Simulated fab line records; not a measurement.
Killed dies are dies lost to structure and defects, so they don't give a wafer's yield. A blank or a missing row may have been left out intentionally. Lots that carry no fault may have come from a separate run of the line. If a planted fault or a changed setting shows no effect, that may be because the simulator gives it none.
fab line records + flow sky130
record:
- lots: 14
- wafers: 42
- lastDay: 50
route steps=708 shown LDD_HVN@275 LDD_HVP@288 LDD_LDN@302 SPACER@305
lots that met no fault: taken from a fault-free run of the same line
startH: hours from the record's opening day to when the first of the lot's shown wafers began + waitH: hours elapsed since this lot's preceding step + " the same as in the row above + L1.1+2: a row that stands for several wafers + - either no value or no given start + * or withheld: withheld + < > ~ a bound
route shown NAME@n: names a module that has steps shown in the file, with the first one's number in the route + usual: mean/standard deviation taken from wafers without a fault + same: alike in all rows + chamber/n: place in a boat + sites: per-site readings + _std_site: the values' standard deviation + _edge_site: inner sites' mean taken away from outer sites' mean + radiusMm: how far each site lies from the wafer's centre + mask NAME#n: copy n + behind: tool/chamber where the wafer was last shaped + hold: what put the lot on hold/how long, in hours/how the hold closed + device: the n, p or np transistor that did not switch + end of line: at the end of the route, the tests of the same wafers + where a step has no rows: the recipe by itself + killed: count of dies lost to structure and defects at first sort (not the wafer's yield) + map: dies across one wafer; x = killed, . = not, _ = none there
set.NAME: setting as actually run; set.NAME@STEP: the setting as run at that earlier step + model.NAME: the simulator's own value behind a step, which no gauge read
the route's steps for a sample of lots (tables are steps, rows are wafers)
services: when a tool's chamber went out of use (startH, in hours from the record's first day, below 0 if earlier), for how many hours, and the reason
== steps ==
step: SKY_LDD_HVN_IMPLANT_08
recipe:
- species: P
- energyKev: 60
- doseCm2: 3e+13
- tiltDeg: 40
usual:
- beamEnergyKeV: 60.001/0.016
| lot.wafer | tool         | chamber | startH | waitH | beamEnergyKeV |
|-----------|--------------|---------|--------|-------|---------------|
| L208.2    | implanter-01 | 0       | 456.91 | 0.0   | 59.994        |
| L208.3    | "            | 0       | "      | "     | 59.977        |
| L208.5    | "            | 0       | "      | "     | 59.999        |
| L210.1    | implanter-04 | 0       | 474.60 | 0.0   | 59.999        |
| L210.4    | "            | 0       | "      | "     | 59.987        |
| L210.5    | "            | 0       | "      | "     | 59.987        |
| L212.1    | implanter-01 | 0       | 504.94 | 0.0   | 60.016        |
| L212.3    | "            | 0       | "      | "     | 60.001        |
| L212.6    | "            | 0       | "      | "     | 59.998        |
| L214.2    | implanter-01 | 0       | 518.51 | 0.0   | 60.005        |
| L214.5    | "            | 0       | "      | "     | 60.025        |
| L214.6    | "            | 0       | "      | "     | 59.997        |
| L215.2    | implanter-04 | 0       | 526.38 | 0.0   | 60.010        |
| L215.4    | "            | 0       | "      | "     | 60.002        |
| L215.6    | "            | 0       | "      | "     | 60.022        |
| L220.1    | implanter-01 | 0       | 573.00 | 0.0   | 77.286        |
| L220.2    | "            | 0       | "      | "     | 77.286        |
| L220.4    | "            | 0       | "      | "     | 77.266        |
| L223.2    | implanter-01 | 0       | 588.17 | 0.0   | 77.282        |
| L223.4    | "            | 0       | "      | "     | 77.264        |
| L223.5    | "            | 0       | "      | "     | 77.277        |
| L225.1    | implanter-03 | 0       | 605.45 | 0.0   | 60.019        |
| L225.3    | "            | 0       | "      | "     | 60.032        |
| L225.5    | "            | 0       | "      | "     | 60.031        |
| L226.2    | implanter-04 | 0       | 620.77 | 0.0   | 60.025        |
| L226.3    | "            | 0       | "      | "     | 60.011        |
| L226.4    | "            | 0       | "      | "     | 60.017        |
| L227.1    | implanter-04 | 0       | 644.95 | 0.0   | 60.010        |
| L227.4    | "            | 0       | "      | "     | 59.984        |
| L227.5    | "            | 0       | "      | "     | 59.989        |
| L230.1    | implanter-03 | 0       | 654.25 | 0.0   | 60.017        |
| L230.3    | "            | 0       | "      | "     | 60.008        |
| L230.5    | "            | 0       | "      | "     | 59.999        |
| L229.2    | implanter-01 | 0       | 656.43 | 0.0   | 60.014        |
| L229.5    | "            | 0       | "      | "     | 59.975        |
| L229.6    | "            | 0       | "      | "     | 59.998        |
| L228.1    | implanter-03 | 0       | 656.44 | 0.0   | 59.992        |
| L228.4    | "            | 0       | "      | "     | 59.988        |
| L228.5    | "            | 0       | "      | "     | 60.026        |
| L231.2    | implanter-04 | 0       | 661.51 | 0.0   | 60.018        |
| L231.3    | "            | 0       | "      | "     | 59.989        |
| L231.5    | "            | 0       | "      | "     | 60.011        |
step: SKY_LDD_HVN_TW_MEAS_10
usual:
- LDD_HVN_TW: 1430/12
| lot.wafer | tool         | chamber | startH | waitH | LDD_HVN_TW |
|-----------|--------------|---------|--------|-------|------------|
| L208.2    | filmMetro-03 | -       | 457.15 | 0.1   | 1442       |
| L208.3    | "            | -       | "      | "     | 1436       |
| L208.5    | "            | -       | "      | "     | 1433       |
| L210.1    | filmMetro-02 | -       | 474.85 | 0.1   | 1434       |
| L210.4    | "            | -       | "      | "     | 1437       |
| L210.5    | "            | -       | "      | "     | 1442       |
| L212.1    | filmMetro-01 | -       | 505.19 | 0.1   | 1411       |
| L212.3    | "            | -       | "      | "     | 1409       |
| L212.6    | "            | -       | "      | "     | 1408       |
| L214.2    | filmMetro-01 | -       | 518.75 | 0.1   | 1416       |
| L214.5    | "            | -       | "      | "     | 1412       |
| L214.6    | "            | -       | "      | "     | 1415       |
| L215.2    | filmMetro-02 | -       | 526.61 | 0.1   | 1420       |
| L215.4    | "            | -       | "      | "     | 1424       |
| L215.6    | "            | -       | "      | "     | 1432       |
| L220.1    | filmMetro-03 | -       | 573.25 | 0.1   | 1532       |
| L220.2    | "            | -       | "      | "     | 1532       |
| L220.4    | "            | -       | "      | "     | 1526       |
| L223.2    | filmMetro-01 | -       | 588.41 | 0.1   | 1510       |
| L223.4    | "            | -       | "      | "     | 1503       |
| L223.5    | "            | -       | "      | "     | 1502       |
| L225.1    | filmMetro-03 | -       | 605.70 | 0.1   | 1445       |
| L225.3    | "            | -       | "      | "     | 1454       |
| L225.5    | "            | -       | "      | "     | 1447       |
| L226.2    | filmMetro-01 | -       | 621.01 | 0.1   | 1423       |
| L226.3    | "            | -       | "      | "     | 1423       |
| L226.4    | "            | -       | "      | "     | 1425       |
| L227.1    | filmMetro-01 | -       | 645.20 | 0.1   | 1415       |
| L227.4    | "            | -       | "      | "     | 1433       |
| L227.5    | "            | -       | "      | "     | 1425       |
| L230.1    | filmMetro-02 | -       | 654.50 | 0.1   | 1437       |
| L230.3    | "            | -       | "      | "     | 1449       |
| L230.5    | "            | -       | "      | "     | 1441       |
| L229.2    | filmMetro-03 | -       | 656.66 | 0.1   | 1428       |
| L229.5    | "            | -       | "      | "     | 1437       |
| L229.6    | "            | -       | "      | "     | 1445       |
| L228.1    | filmMetro-02 | -       | 656.69 | 0.1   | 1442       |
| L228.4    | "            | -       | "      | "     | 1443       |
| L228.5    | "            | -       | "      | "     | 1446       |
| L231.2    | filmMetro-03 | -       | 661.75 | 0.1   | 1439       |
| L231.3    | "            | -       | "      | "     | 1430       |
| L231.5    | "            | -       | "      | "     | 1435       |
step: SKY_LDD_HVP_TW_MEAS_10
usual:
- LDD_HVP_TW: 450/3.1
| lot.wafer | tool         | chamber | startH | waitH | LDD_HVP_TW |
|-----------|--------------|---------|--------|-------|------------|
| L208.2    | filmMetro-01 | -       | 487.21 | 0.1   | 451        |
| L208.3    | "            | -       | "      | "     | 450        |
| L208.5    | "            | -       | "      | "     | 452        |
| L210.1    | filmMetro-04 | -       | 505.80 | 0.1   | 446        |
| L210.4    | "            | -       | "      | "     | 448        |
| L210.5    | "            | -       | "      | "     | 447        |
| L212.1    | filmMetro-04 | -       | 534.84 | 0.1   | 452        |
| L212.3    | "            | -       | "      | "     | 451        |
| L212.6    | "            | -       | "      | "     | 454        |
| L214.2    | filmMetro-02 | -       | 548.76 | 0.1   | 455        |
| L214.5    | "            | -       | "      | "     | 454        |
| L214.6    | "            | -       | "      | "     | 453        |
| L215.2    | filmMetro-01 | -       | 557.45 | 0.1   | 450        |
| L215.4    | "            | -       | "      | "     | 451        |
| L215.6    | "            | -       | "      | "     | 450        |
| L220.1    | filmMetro-01 | -       | 602.59 | 0.1   | 451        |
| L220.2    | "            | -       | "      | "     | 453        |
| L220.4    | "            | -       | "      | "     | 454        |
| L223.2    | filmMetro-04 | -       | 618.01 | 0.1   | 452        |
| L223.4    | "            | -       | "      | "     | 448        |
| L223.5    | "            | -       | "      | "     | 448        |
| L225.1    | filmMetro-01 | -       | 634.49 | 0.1   | 452        |
| L225.3    | "            | -       | "      | "     | 454        |
| L225.5    | "            | -       | "      | "     | 454        |
| L226.2    | filmMetro-04 | -       | 650.05 | 0.1   | 450        |
| L226.3    | "            | -       | "      | "     | 450        |
| L226.4    | "            | -       | "      | "     | 451        |
| L227.1    | filmMetro-01 | -       | 673.44 | 0.1   | 458        |
| L227.4    | "            | -       | "      | "     | 459        |
| L227.5    | "            | -       | "      | "     | 454        |
| L230.1    | filmMetro-04 | -       | 684.04 | 0.1   | 448        |
| L230.3    | "            | -       | "      | "     | 446        |
| L230.5    | "            | -       | "      | "     | 447        |
| L229.2    | filmMetro-04 | -       | 684.95 | 0.1   | 449        |
| L229.5    | "            | -       | "      | "     | 448        |
| L229.6    | "            | -       | "      | "     | 448        |
| L228.1    | filmMetro-04 | -       | 686.04 | 0.1   | 448        |
| L228.4    | "            | -       | "      | "     | 447        |
| L228.5    | "            | -       | "      | "     | 445        |
| L231.2    | filmMetro-04 | -       | 690.01 | 0.1   | 447        |
| L231.3    | "            | -       | "      | "     | 445        |
| L231.5    | "            | -       | "      | "     | 446        |
step: SKY_LDD_LDN_TW_MEAS_13
usual:
- LDD_LDN_TW: 1472/13
| lot.wafer | tool         | chamber | startH | waitH | LDD_LDN_TW |
|-----------|--------------|---------|--------|-------|------------|
| L208.2    | filmMetro-03 | -       | 517.21 | 0.1   | 1487       |
| L208.3    | "            | -       | "      | "     | 1482       |
| L208.5    | "            | -       | "      | "     | 1482       |
| L210.1    | filmMetro-04 | -       | 537.35 | 0.1   | 1472       |
| L210.4    | "            | -       | "      | "     | 1466       |
| L210.5    | "            | -       | "      | "     | 1463       |
| L212.1    | filmMetro-01 | -       | 566.25 | 0.1   | 1458       |
| L212.3    | "            | -       | "      | "     | 1462       |
| L212.6    | "            | -       | "      | "     | 1469       |
| L214.2    | filmMetro-01 | -       | 579.06 | 0.1   | 1448       |
| L214.5    | "            | -       | "      | "     | 1452       |
| L214.6    | "            | -       | "      | "     | 1449       |
| L215.2    | filmMetro-03 | -       | 587.86 | 0.1   | 1475       |
| L215.4    | "            | -       | "      | "     | 1492       |
| L215.6    | "            | -       | "      | "     | 1487       |
| L220.1    | filmMetro-01 | -       | 631.45 | 0.1   | 1471       |
| L220.2    | "            | -       | "      | "     | 1474       |
| L220.4    | "            | -       | "      | "     | 1470       |
| L223.2    | filmMetro-03 | -       | 647.46 | 0.1   | 1482       |
| L223.4    | "            | -       | "      | "     | 1489       |
| L223.5    | "            | -       | "      | "     | 1482       |
| L225.1    | filmMetro-01 | -       | 663.45 | 0.1   | 1463       |
| L225.3    | "            | -       | "      | "     | 1462       |
| L225.5    | "            | -       | "      | "     | 1467       |
| L226.2    | filmMetro-03 | -       | 679.01 | 0.1   | 1489       |
| L226.3    | "            | -       | "      | "     | 1483       |
| L226.4    | "            | -       | "      | "     | 1495       |
| L227.1    | filmMetro-04 | -       | 701.50 | 0.1   | 1464       |
| L227.4    | "            | -       | "      | "     | 1460       |
| L227.5    | "            | -       | "      | "     | 1462       |
| L230.1    | filmMetro-04 | -       | 711.70 | 0.1   | 1464       |
| L230.3    | "            | -       | "      | "     | 1462       |
| L230.5    | "            | -       | "      | "     | 1462       |
| L229.2    | filmMetro-01 | -       | 712.01 | 0.1   | 1472       |
| L229.5    | "            | -       | "      | "     | 1470       |
| L229.6    | "            | -       | "      | "     | 1469       |
| L228.1    | filmMetro-03 | -       | 714.55 | 0.1   | 1479       |
| L228.4    | "            | -       | "      | "     | 1475       |
| L228.5    | "            | -       | "      | "     | 1481       |
| L231.2    | filmMetro-04 | -       | 717.91 | 0.1   | 1464       |
| L231.3    | "            | -       | "      | "     | 1462       |
| L231.5    | "            | -       | "      | "     | 1460       |
step: SKY_SPACER_THK_MEAS_01
recipe:
- reads: Si3N4_of_SPACER_CVD_00
usual:
- SPACER_CVD_00_THK: 43.4/0.42
| lot.wafer | tool         | chamber | startH | waitH | SPACER_CVD_00_THK[nm] |
|-----------|--------------|---------|--------|-------|-----------------------|
| L208.2    | filmMetro-02 | -       | 519.14 | 0.0   | 43.1                  |
| L208.3    | "            | -       | "      | "     | 42.5                  |
| L208.5    | "            | -       | "      | "     | 42.6                  |
| L210.1    | filmMetro-03 | -       | 538.67 | 0.0   | 43.2                  |
| L210.4    | "            | -       | "      | "     | 43.5                  |
| L210.5    | "            | -       | "      | "     | 43.4                  |
| L212.1    | filmMetro-04 | -       | 567.56 | 0.0   | 43.3                  |
| L212.3    | "            | -       | "      | "     | 43.2                  |
| L212.6    | "            | -       | "      | "     | 43.3                  |
| L214.2    | filmMetro-04 | -       | 580.55 | 0.0   | 43.2                  |
| L214.5    | "            | -       | "      | "     | 43.2                  |
| L214.6    | "            | -       | "      | "     | 42.9                  |
| L215.2    | filmMetro-04 | -       | 589.17 | 0.0   | 44.2                  |
| L215.4    | "            | -       | "      | "     | 44.3                  |
| L215.6    | "            | -       | "      | "     | 44.6                  |
| L220.1    | filmMetro-03 | -       | 632.76 | 0.0   | 43.7                  |
| L220.2    | "            | -       | "      | "     | 43.6                  |
| L220.4    | "            | -       | "      | "     | 43.9                  |
| L223.2    | filmMetro-04 | -       | 648.77 | 0.0   | 42.8                  |
| L223.4    | "            | -       | "      | "     | 43.0                  |
| L223.5    | "            | -       | "      | "     | 42.9                  |
| L225.1    | filmMetro-02 | -       | 665.16 | 0.0   | 43.3                  |
| L225.3    | "            | -       | "      | "     | 43.0                  |
| L225.5    | "            | -       | "      | "     | 43.7                  |
| L226.2    | filmMetro-03 | -       | 680.32 | 0.0   | 43.0                  |
| L226.3    | "            | -       | "      | "     | 42.6                  |
| L226.4    | "            | -       | "      | "     | 43.0                  |
| L227.1    | filmMetro-03 | -       | 702.88 | 0.0   | 43.5                  |
| L227.4    | "            | -       | "      | "     | 43.0                  |
| L227.5    | "            | -       | "      | "     | 43.2                  |
| L230.1    | filmMetro-03 | -       | 714.06 | 0.0   | 42.8                  |
| L230.3    | "            | -       | "      | "     | 43.1                  |
| L230.5    | "            | -       | "      | "     | 42.8                  |
| L229.2    | filmMetro-02 | -       | 714.07 | 0.0   | 43.2                  |
| L229.5    | "            | -       | "      | "     | 43.2                  |
| L229.6    | "            | -       | "      | "     | 42.8                  |
| L228.1    | filmMetro-03 | -       | 715.87 | 0.0   | 43.7                  |
| L228.4    | "            | -       | "      | "     | 43.1                  |
| L228.5    | "            | -       | "      | "     | 43.5                  |
| L231.2    | filmMetro-04 | -       | 719.94 | 0.0   | 43.3                  |
| L231.3    | "            | -       | "      | "     | 43.6                  |
| L231.5    | "            | -       | "      | "     | 43.2                  |
== services ==
| tool         | chamber | startH | hours | kind   |
|--------------|---------|--------|-------|--------|
| implanter-03 | -       | 439.04 | 1.3   | repair |
| implanter-01 | -       | 484.08 | 1.9   | repair |
| implanter-03 | -       | 487.36 | 4.8   | pm     |
| implanter-04 | -       | 536.91 | 0.7   | repair |
| implanter-01 | -       | 659.91 | 2.6   | repair |
== key ==
firstSign:
- step: SKY_LDD_HVN_IMPLANT_08
- reading: beamEnergyKeV
- direction: up
- sigmas: 99+
- usual: *
- struck: *
effect:
- step: SKY_LDD_HVN_TW_MEAS_10
- reading: LDD_HVN_TW
- direction: up
- sigmas: 7.1
- usual: 1430
- struck: 1517
metAt SKY_LDD_HVN_IMPLANT_08
struckLots L220,L223
testerLeftOut L220,L223
notActingAt SKY_LDD_HVP_TW_MEAS_10,SKY_LDD_LDN_TW_MEAS_13,SKY_SPACER_THK_MEAS_01
onsetBetween 518.51 573.00
fault:
- kind: processParameterDrift
- tool: implanter-01
- chamber: -
- onsetH: 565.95
- steps: SKY_LDD_HVN_IMPLANT_08
- channel: energyKev
- offset: *
- shape: step
- endH: 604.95
- actsIn: *
- stated: *
testerLeftOut: of these lots the tester's yield and bins aren't shown, on N5 and GAA mostly nor the transistor test; their killed dies are dies lost to structure and defects alone, not to doping, threshold or leakage, so they don't give the yield
